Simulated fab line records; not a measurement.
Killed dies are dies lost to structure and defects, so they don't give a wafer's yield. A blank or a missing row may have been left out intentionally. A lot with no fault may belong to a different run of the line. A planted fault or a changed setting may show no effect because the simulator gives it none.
Code-filled problem report in 8D (eight disciplines) form || flow sfq-line || the parts of the form that need people (team, actions taken, sign-off) are left out

1. WHAT IS WRONG
Mean M4_NB_RS at SFQ_M4_RS_MEAS_924: 1.459 ohm/sq over 6 wafers in 3 lots; fault-free wafers: 0.892 ohm/sq, standard deviation 0.011. That puts it +52 standard deviations away from the usual mean.
The step: measures by four-point-probe.
Earliest sighting: wafer L682.1 on film-metro-01 at day 48 02:23. Wafers with a number at this step in the record: 45, from 15 lots. Rule for "out" (also "out of limits"): further than 4 standard deviations from the usual mean. Any other wafer with a number is counted as sound.

2. WHAT IT IS; WHAT IT IS NOT
{"question": "which readings at this step", "is": "M4_NB_RS", "is not": "-"}
{"question": "which lots", "is": "L682, L683, L685", "is not": "L668, L670, L671, L672, L673, L674, L675, L676, L687, L688, L689, L691"}
{"question": "which wafers of those lots", "is": "L682.1, L683.1, L683.3, L685.1, L685.3, L685.6", "is not": "L682.2, L682.4, L683.4"}
{"question": "read on which gauges", "is": "film-metro-01, film-metro-04", "is not": "film-metro-03"}
{"question": "when", "is": "from day 48 02:23", "is not": "up to then (26 sound wafers); but 13 sound wafers of L683, L687, L688, L689, L691 came after"}

3. WHAT RULES OUT EACH SUSPECT
Counting: a tool at a process step up to the reading stays a suspect if it ran every lot that is out. Sound lots after the first of them don't rule it out here, since some wafers of a struck lot are sound.
- the gauge at SFQ_M4_RS_MEAS_924: ruled out. The wafers that are out were read on 2 gauges (film-metro-01, film-metro-04).
- pvd-sputter-05 at SFQ_TRILAYER_M4_DEP_SPUTTER_091 (material Nb, target thk 200 nm, time 133.3 s): kept. It ran every lot that is out, first L682 (day 48 02:18); its last sound lot up to then is L670 (day 43 10:29).
After counting, what remains is pvd-sputter-05 at SFQ_TRILAYER_M4_DEP_SPUTTER_091.

4. THE CAUSE (what the simulator had put in)
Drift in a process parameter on pvd-sputter-05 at SFQ_TRILAYER_M4_DEP_SPUTTER_091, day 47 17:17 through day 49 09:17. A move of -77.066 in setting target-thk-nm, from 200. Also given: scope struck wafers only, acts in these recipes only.
After counting, this tool was the only one left.

5. THE CHAIN OF EFFECTS, in route order
Each row: a reading whose mean over the struck wafers that have a number lies more than 3 standard deviations from the usual. Only readings for which the record gives a usual standard deviation are gone through. hours: the time from each lot's start at the first step in this table that gives one to its start at this step, as a median over the lots. sigmas: the change in usual standard deviations.
{"hours": 0, "step": "SFQ_M4_RS_MEAS_924", "reading": "M4_NB_RS", "usual": "0.892 ohm/sq", "on struck wafers": 1.459, "change": "+0.567", "sigmas": "+52"}
{"hours": 3, "step": "SFQ_TRILAYER_M4_ETCH_METAL_ETCH_096", "reading": "oes-product-au", "usual": "0.894 a.u.", "on struck wafers": 0.697, "change": -0.197, "sigmas": -24}
Its process steps:
- SFQ_TRILAYER_M4_ETCH_METAL_ETCH_096: etches Nb in Cl2/Ar, stops on SiO2, target depth 240 nm, time 120 s.

6. WHAT WOULD HAVE CAUGHT IT SOONER
9 hours passed between the start of the fault at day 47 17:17 and the first reading out of limits at a measuring or inspecting step in this record, taken at day 48 02:23.
Tool readings at SFQ_TRILAYER_M4_DEP_SPUTTER_091 with a usual standard deviation given in the record: none out on any struck wafer, hence no alarm at a limit of 4 standard deviations on them.
L683, L685, from the lots that are out (3), started SFQ_TRILAYER_M4_DEP_SPUTTER_091 on pvd-sputter-05 later than day 48 02:23. A hold on the tool at that time would have spared those 2.
